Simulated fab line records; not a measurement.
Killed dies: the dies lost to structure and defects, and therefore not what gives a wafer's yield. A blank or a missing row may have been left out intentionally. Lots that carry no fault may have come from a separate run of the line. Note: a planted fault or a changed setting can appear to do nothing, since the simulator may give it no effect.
Which tool was responsible? :: flow gf180mcu :: 72 wafers from 24 lots sampled at 5 of the route's 602 steps

== WHAT THE GAUGES READ, wafer by wafer ==
GF_STI_THK_MEAS_22. Usual: STI_OXIDATION_01_THK 15.0 nm, standard deviation 0.33.
lot: L074
measured: day 2 03:16
on: film metro-02
STI_OXIDATION_01_THK (nm): 13.9 14.4 14.4
flag: 

lot: L075
measured: day 2 08:38
on: film metro-04
STI_OXIDATION_01_THK (nm): 14.8 14.4 14.9
flag: 

lot: L076
measured: day 2 16:25
on: film metro-04
STI_OXIDATION_01_THK (nm): 14.6 14.7 14.3
flag: 

lot: L077
measured: day 2 19:23
on: film metro-02
STI_OXIDATION_01_THK (nm): 15.1 14.9 14.6
flag: 

lot: L078
measured: day 3 01:30
on: film metro-03
STI_OXIDATION_01_THK (nm): 14.9 14.6 14.9
flag: 

lot: L079
measured: day 3 05:05
on: film metro-02
STI_OXIDATION_01_THK (nm): 14.5 14.8 14.7
flag: 

lot: L080
measured: day 3 10:10
on: film metro-03
STI_OXIDATION_01_THK (nm): 14.6 14.5 14.4
flag: 

lot: L081
measured: day 3 17:11
on: film metro-02
STI_OXIDATION_01_THK (nm): 15.4 15.4 15.6
flag: 

lot: L082
measured: day 3 21:06
on: film metro-02
STI_OXIDATION_01_THK (nm): 15.1 15.1 15.3
flag: 

lot: L083
measured: day 4 02:29
on: film metro-03
STI_OXIDATION_01_THK (nm): 15.0 15.1 15.0
flag: 

lot: L084
measured: day 4 07:05
on: film metro-04
STI_OXIDATION_01_THK (nm): 15.3 15.6 15.5
flag: 

lot: L085
measured: day 4 11:53
on: film metro-04
STI_OXIDATION_01_THK (nm): 15.1 15.1 15.0
flag: 

lot: L086
measured: day 4 19:08
on: film metro-03
STI_OXIDATION_01_THK (nm): 15.0 15.1 15.2
flag: 

lot: L087
measured: day 5 00:19
on: film metro-04
STI_OXIDATION_01_THK (nm): 14.5 14.7 14.7
flag: 

lot: L088
measured: day 5 04:12
on: film metro-04
STI_OXIDATION_01_THK (nm): 14.7 14.9 14.6
flag: 

lot: L089
measured: day 5 10:03
on: film metro-04
STI_OXIDATION_01_THK (nm): 14.7 14.8 15.0
flag: 

lot: L090
measured: day 5 16:38
on: film metro-04
STI_OXIDATION_01_THK (nm): 15.1 15.0 15.0
flag: 

lot: L091
measured: day 5 19:59
on: film metro-03
STI_OXIDATION_01_THK (nm): 15.4 15.0 15.3
flag: 

lot: L092
measured: day 6 00:13
on: film metro-03
STI_OXIDATION_01_THK (nm): 15.3 15.0 15.2
flag: 

lot: L093
measured: day 6 05:49
on: film metro-04
STI_OXIDATION_01_THK (nm): 14.9 15.0 15.3
flag: 

lot: L094
measured: day 6 09:54
on: film metro-03
STI_OXIDATION_01_THK (nm): 15.0 15.0 15.1
flag: 

lot: L095
measured: day 6 14:53
on: film metro-04
STI_OXIDATION_01_THK (nm): 14.9 15.1 14.9
flag: 

lot: L096
measured: day 6 20:50
on: film metro-04
STI_OXIDATION_01_THK (nm): 15.4 15.6 15.3
flag: 

lot: L097
measured: day 7 03:52
on: film metro-03
STI_OXIDATION_01_THK (nm): 15.2 15.3 15.5
flag: 

GF_HV_LDD_CD_MEAS_19: target cd 400 nm. Usual: cd nm 403.9 nm, standard deviation 2.2.
lot: L074
measured: day 10 18:08
on: cd sem-02
cd nm (nm): 402.5 400.5 403.7
flag: 

lot: L075
measured: day 10 21:58
on: cd sem-02
cd nm (nm): 402.3 401.7 402.4
flag: 

lot: L076
measured: day 11 12:08
on: cd sem-01
cd nm (nm): 404.0 400.9 404.4
flag: 

lot: L077
measured: day 11 19:31
on: cd sem-01
cd nm (nm): 404.7 404.0 405.0
flag: 

lot: L078
measured: day 12 00:31
on: cd sem-02
cd nm (nm): 403.9 405.5 408.3
flag: 

lot: L079
measured: day 12 05:43
on: cd sem-01
cd nm (nm): 406.2 404.7 403.9
flag: 

lot: L080
measured: day 12 13:39
on: cd sem-02
cd nm (nm): 402.7 401.8 399.3
flag: 

lot: L081
measured: day 13 00:23
on: cd sem-01
cd nm (nm): 404.8 404.9 401.9
flag: 

lot: L082
measured: day 13 04:44
on: cd sem-02
cd nm (nm): 404.8 405.0 404.0
flag: 

lot: L083
measured: day 13 15:41
on: cd sem-01
cd nm (nm): 401.3 402.5 401.3
flag: 

lot: L084
measured: day 14 00:57
on: cd sem-02
cd nm (nm): 405.8 407.5 406.3
flag: 

lot: L085
measured: day 14 09:24
on: cd sem-02
cd nm (nm): 403.6 406.3 403.3
flag: 

lot: L086
measured: day 14 19:48
on: cd sem-01
cd nm (nm): 400.8 402.9 403.8
flag: 

lot: L087
measured: day 15 04:10
on: cd sem-01
cd nm (nm): 406.0 407.2 405.3
flag: 

lot: L088
measured: day 15 13:24
on: cd sem-01
cd nm (nm): 403.8 401.1 402.5
flag: 

lot: L089
measured: day 15 17:11
on: cd sem-02
cd nm (nm): 405.6 405.1 408.7
flag: 

lot: L090
measured: day 16 02:57
on: cd sem-02
cd nm (nm): 402.6 402.8 402.1
flag: 

lot: L091
measured: day 16 11:56
on: cd sem-01
cd nm (nm): 400.8 399.3 401.5
flag: 

lot: L092
measured: day 16 16:11
on: cd sem-01
cd nm (nm): 403.9 406.1 404.5
flag: 

lot: L093
measured: day 16 19:15
on: cd sem-01
cd nm (nm): 402.8 403.0 405.4
flag: 

lot: L094
measured: day 17 05:18
on: cd sem-02
cd nm (nm): 410.0 409.1 410.5
flag: 

lot: L095
measured: day 17 08:29
on: cd sem-01
cd nm (nm): 403.5 402.3 404.0
flag: 

lot: L096
measured: day 17 16:16
on: cd sem-02
cd nm (nm): 403.2 402.4 401.0
flag: 

lot: L097
measured: day 18 04:39
on: cd sem-01
cd nm (nm): 401.7 402.6 401.7
flag: 

GF_SAB_OVL_MEAS_10. Usual: SAB_OVL 2.2 nm, standard deviation 1.2.
lot: L074
measured: day 15 00:50
on: overlay-01
SAB_OVL (nm): -1.2 -1.1 -0.4
flag: 

lot: L075
measured: day 15 06:24
on: overlay-02
SAB_OVL (nm): 1.1 0.6 2.0
flag: 

lot: L076
measured: day 16 00:05
on: overlay-02
SAB_OVL (nm): 2.0 3.1 2.5
flag: 

lot: L077
measured: day 16 06:57
on: overlay-02
SAB_OVL (nm): 2.1 2.3 0.8
flag: 

lot: L078
measured: day 16 11:53
on: overlay-01
SAB_OVL (nm): 3.3 3.1 3.1
flag: 

lot: L079
measured: day 16 20:34
on: overlay-02
SAB_OVL (nm): 3.7 3.4 3.7
flag: 

lot: L080
measured: day 17 03:31
on: overlay-01
SAB_OVL (nm): 0.9 0.9 1.5
flag: 

lot: L081
measured: day 17 15:59
on: overlay-01
SAB_OVL (nm): 3.5 3.2 2.6
flag: 

lot: L082
measured: day 17 21:47
on: overlay-01
SAB_OVL (nm): 3.3 3.9 3.3
flag: 

lot: L083
measured: day 18 09:40
on: overlay-02
SAB_OVL (nm): 3.8 3.0 3.3
flag: 

lot: L084
measured: day 18 21:13
on: overlay-01
SAB_OVL (nm): 2.5 3.6 5.0
flag: 

lot: L085
measured: day 19 06:49
on: overlay-02
SAB_OVL (nm): 1.2 -0.8 -0.2
flag: 

lot: L086
measured: day 19 18:49
on: overlay-02
SAB_OVL (nm): 3.4 3.5 4.1
flag: 

lot: L087
measured: day 20 03:14
on: overlay-02
SAB_OVL (nm): 0.5 2.3 1.7
flag: 

lot: L088
measured: day 20 14:52
on: overlay-01
SAB_OVL (nm): 1.3 1.8 0.7
flag: 

lot: L089
measured: day 20 16:32
on: overlay-02
SAB_OVL (nm): 1.6 1.5 2.5
flag: 

lot: L090
measured: day 21 05:05
on: overlay-01
SAB_OVL (nm): 2.9 2.2 1.5
flag: 

lot: L091
measured: day 21 14:59
on: overlay-01
SAB_OVL (nm): 1.1 1.4 -0.1
flag: 

lot: L092
measured: day 21 18:31
on: overlay-01
SAB_OVL (nm): 3.8 2.0 1.0
flag: 

lot: L093
measured: day 21 22:49
on: overlay-02
SAB_OVL (nm): 3.0 3.8 3.0
flag: 

lot: L094
measured: day 22 08:10
on: overlay-02
SAB_OVL (nm): 2.0 2.3 2.4
flag: 

lot: L095
measured: day 22 12:18
on: overlay-02
SAB_OVL (nm): 0.0 0.0 2.2
flag: 

lot: L096
measured: day 22 19:53
on: overlay-01
SAB_OVL (nm): 2.3 2.5 2.0
flag: 

lot: L097
measured: day 23 08:13
on: overlay-01
SAB_OVL (nm): 3.0 2.3 3.0
flag: 

GF_V1_OVL_MEAS_15. Usual: V1_OVL 3 nm, standard deviation 5.9.
lot: L074
measured: day 18 00:17
on: overlay-01
V1_OVL (nm): 3 5 7
flag: 

lot: L075
measured: day 18 05:26
on: overlay-01
V1_OVL (nm): 3 1 0
flag: 

lot: L076
measured: day 19 01:53
on: overlay-02
V1_OVL (nm): 10 5 6
flag: 

lot: L077
measured: day 19 09:16
on: overlay-01
V1_OVL (nm): -2 7 5
flag: 

lot: L078
measured: day 19 14:04
on: overlay-01
V1_OVL (nm): 5 10 5
flag: 

lot: L079
measured: day 20 00:04
on: overlay-01
V1_OVL (nm): -6 -4 -4
flag: 

lot: L080
measured: day 20 06:40
on: overlay-02
V1_OVL (nm): -1 0 -2
flag: 

lot: L081
measured: day 20 21:29
on: overlay-01
V1_OVL (nm): 2 3 2
flag: 

lot: L082
measured: day 21 02:20
on: overlay-02
V1_OVL (nm): 2 1 1
flag: 

lot: L083
measured: day 21 14:40
on: overlay-02
V1_OVL (nm): 6 18 15
flag: 

lot: L084
measured: day 22 01:16
on: overlay-01
V1_OVL (nm): -13 -8 -12
flag: 

lot: L085
measured: day 22 10:28
on: overlay-02
V1_OVL (nm): 14 6 12
flag: 

lot: L086
measured: day 22 22:43
on: overlay-02
V1_OVL (nm): 4 8 5
flag: 

lot: L087
measured: day 23 05:32
on: overlay-02
V1_OVL (nm): 10 6 15
flag: 

lot: L088
measured: day 23 17:25
on: overlay-01
V1_OVL (nm): 6 11 8
flag: 

lot: L089
measured: day 23 18:23
on: overlay-02
V1_OVL (nm): 3 7 -1
flag: 

lot: L090
measured: day 24 07:10
on: overlay-02
V1_OVL (nm): 7 11 3
flag: 

lot: L091
measured: day 24 15:53
on: overlay-02
V1_OVL (nm): 0 -5 -1
flag: 

lot: L092
measured: day 24 18:34
on: overlay-01
V1_OVL (nm): -2 5 -5
flag: 

lot: L093
measured: day 24 21:13
on: overlay-02
V1_OVL (nm): 8 4 6
flag: 

lot: L094
measured: day 25 09:43
on: overlay-01
V1_OVL (nm): 4 9 4
flag: 

lot: L095
measured: day 25 11:11
on: overlay-01
V1_OVL (nm): 4 1 6
flag: 

lot: L096
measured: day 25 18:46
on: overlay-02
V1_OVL (nm): 13 10 5
flag: 

lot: L097
measured: day 26 05:04
on: overlay-02
V1_OVL (nm): -2 -5 -3
flag: 

== EACH LOT AND THE TOOL THAT RAN IT (in order: tool; ch and the chambers of the sampled wafers; start) ==
lot: L074
GF_PSD_STRIP_10: plasma asher-04 ch 0,1, day 14 02:58

lot: L075
GF_PSD_STRIP_10: plasma asher-01 ch 0,1, day 14 08:46

lot: L076
GF_PSD_STRIP_10: plasma asher-01 ch 0,1, day 15 01:19

lot: L077
GF_PSD_STRIP_10: plasma asher-02 ch 0,1, day 15 08:19

lot: L078
GF_PSD_STRIP_10: plasma asher-02 ch 0,1, day 15 13:25

lot: L079
GF_PSD_STRIP_10: plasma asher-01 ch 0,1, day 15 21:40

lot: L080
GF_PSD_STRIP_10: plasma asher-04 ch 0,1, day 16 04:16

lot: L081
GF_PSD_STRIP_10: plasma asher-04 ch 0,1, day 16 16:52

lot: L082
GF_PSD_STRIP_10: plasma asher-01 ch 0,1, day 16 22:01

lot: L083
GF_PSD_STRIP_10: plasma asher-01 ch 0,1, day 17 11:07

lot: L084
GF_PSD_STRIP_10: plasma asher-04 ch 0,1, day 17 22:10

lot: L085
GF_PSD_STRIP_10: plasma asher-02 ch 0,1, day 18 06:25

lot: L086
GF_PSD_STRIP_10: plasma asher-01 ch 0,1, day 18 18:07

lot: L087
GF_PSD_STRIP_10: plasma asher-02 ch 0,1, day 19 03:02

lot: L088
GF_PSD_STRIP_10: plasma asher-04 ch 0,1, day 19 13:55

lot: L089
GF_PSD_STRIP_10: plasma asher-01 ch 0,1, day 19 16:50

lot: L090
GF_PSD_STRIP_10: plasma asher-04 ch 0,1, day 20 04:37

lot: L091
GF_PSD_STRIP_10: plasma asher-04 ch 0,1, day 20 14:41

lot: L092
GF_PSD_STRIP_10: plasma asher-01 ch 0,1, day 20 18:16

lot: L093
GF_PSD_STRIP_10: plasma asher-02 ch 0,1, day 20 23:16

lot: L094
GF_PSD_STRIP_10: plasma asher-01 ch 0,1, day 21 08:04

lot: L095
GF_PSD_STRIP_10: plasma asher-02 ch 0,1, day 21 12:35

lot: L096
GF_PSD_STRIP_10: plasma asher-01 ch 0,1, day 21 19:37

lot: L097
GF_PSD_STRIP_10: plasma asher-04 ch 0, day 22 09:10
- GF_PSD_STRIP_10: strips in O2/N2.

== WHAT THE TOOLS THEMSELVES READ (means of the sampled wafers that have a number; where no wafer has one, the mark that the record gives instead) ==
GF_PSD_STRIP_10. Usual: drypump motor current A 5.8 A, standard deviation 0.36; heater power w 325 W, standard deviation 24; oes product au 0.592 a.u., standard deviation 0.0043; strip time to endpoint s 16.51 s, standard deviation 0.035.
lot: L074
tool: plasma asher-04
drypump motor current A (A): 6.2
heater power w (W): 323
oes product au (a.u.): 0.590
strip time to endpoint s (s): 16.52
flag: 

lot: L075
tool: plasma asher-01
drypump motor current A (A): 5.8
heater power w (W): 350
oes product au (a.u.): 0.595
strip time to endpoint s (s): 16.54
flag: 

lot: L076
tool: plasma asher-01
drypump motor current A (A): 5.8
heater power w (W): 332
oes product au (a.u.): 0.597
strip time to endpoint s (s): 16.49
flag: 

lot: L077
tool: plasma asher-02
drypump motor current A (A): 5.3
heater power w (W): 299
oes product au (a.u.): 0.589
strip time to endpoint s (s): 16.56
flag: 

lot: L078
tool: plasma asher-02
drypump motor current A (A): 5.3
heater power w (W): 305
oes product au (a.u.): 0.591
strip time to endpoint s (s): 16.54
flag: 

lot: L079
tool: plasma asher-01
drypump motor current A (A): 5.8
heater power w (W): 340
oes product au (a.u.): 0.594
strip time to endpoint s (s): 16.48
flag: 

lot: L080
tool: plasma asher-04
drypump motor current A (A): 6.2
heater power w (W): 329
oes product au (a.u.): 0.594
strip time to endpoint s (s): 16.52
flag: 

lot: L081
tool: plasma asher-04
drypump motor current A (A): 6.2
heater power w (W): 326
oes product au (a.u.): 0.593
strip time to endpoint s (s): 16.46
flag: 

lot: L082
tool: plasma asher-01
drypump motor current A (A): 5.8
heater power w (W): 331
oes product au (a.u.): 0.591
strip time to endpoint s (s): 16.54
flag: 

lot: L083
tool: plasma asher-01
drypump motor current A (A): 5.8
heater power w (W): 330
oes product au (a.u.): 0.591
strip time to endpoint s (s): 16.52
flag: 

lot: L084
tool: plasma asher-04
drypump motor current A (A): 6.2
heater power w (W): 326
oes product au (a.u.): 0.590
strip time to endpoint s (s): 16.48
flag: 

lot: L085
tool: plasma asher-02
drypump motor current A (A): 5.3
heater power w (W): 307
oes product au (a.u.): 0.597
strip time to endpoint s (s): 16.53
flag: 

lot: L086
tool: plasma asher-01
drypump motor current A (A): 5.8
heater power w (W): 347
oes product au (a.u.): 0.590
strip time to endpoint s (s): 16.52
flag: 

lot: L087
tool: plasma asher-02
drypump motor current A (A): 5.3
heater power w (W): 307
oes product au (a.u.): 0.593
strip time to endpoint s (s): 16.52
flag: 

lot: L088
tool: plasma asher-04
drypump motor current A (A): 6.2
heater power w (W): 322
oes product au (a.u.): 0.591
strip time to endpoint s (s): 16.50
flag: 

lot: L089
tool: plasma asher-01
drypump motor current A (A): 5.8
heater power w (W): 327
oes product au (a.u.): 0.592
strip time to endpoint s (s): 16.49
flag: 

lot: L090
tool: plasma asher-04
drypump motor current A (A): 6.2
heater power w (W): 325
oes product au (a.u.): 0.588
strip time to endpoint s (s): 16.51
flag: 

lot: L091
tool: plasma asher-04
drypump motor current A (A): 6.2
heater power w (W): 325
oes product au (a.u.): 0.593
strip time to endpoint s (s): 16.57
flag: 

lot: L092
tool: plasma asher-01
drypump motor current A (A): 5.7
heater power w (W): 344
oes product au (a.u.): 0.596
strip time to endpoint s (s): 16.54
flag: 

lot: L093
tool: plasma asher-02
drypump motor current A (A): 5.3
heater power w (W): 297
oes product au (a.u.): 0.590
strip time to endpoint s (s): 16.49
flag: 

lot: L094
tool: plasma asher-01
drypump motor current A (A): 5.7
heater power w (W): 328
oes product au (a.u.): 0.589
strip time to endpoint s (s): 16.55
flag: 

lot: L095
tool: plasma asher-02
drypump motor current A (A): 5.3
heater power w (W): 310
oes product au (a.u.): 0.593
strip time to endpoint s (s): 16.54
flag: 

lot: L096
tool: plasma asher-01
drypump motor current A (A): 5.7
heater power w (W): 325
oes product au (a.u.): 0.590
strip time to endpoint s (s): 16.49
flag: 

lot: L097
tool: plasma asher-04
drypump motor current A (A): 6.2
heater power w (W): 329
oes product au (a.u.): 0.597
strip time to endpoint s (s): 16.50
flag: 

== THE ANSWER, worked out from the rows above alone ==
Rule: lot off if the mean of its wafers having a number is beyond 3 standard deviations from the usual mean. Also off: a lot with no number at a reading for which 4 or more lots have one. Any other lot the step has rows for is counted as sound. Order of review: gauges by route order, followed by the tools' own readings, for which a lot's mean as printed above is used. The first step at which some lot is off is used, and at that step the reading that is off furthest; a lot without a number counts as furthest.
No lot is off at any reading shown: from this, nothing can be told.

== WHAT THE SIMULATOR PUT IN ==
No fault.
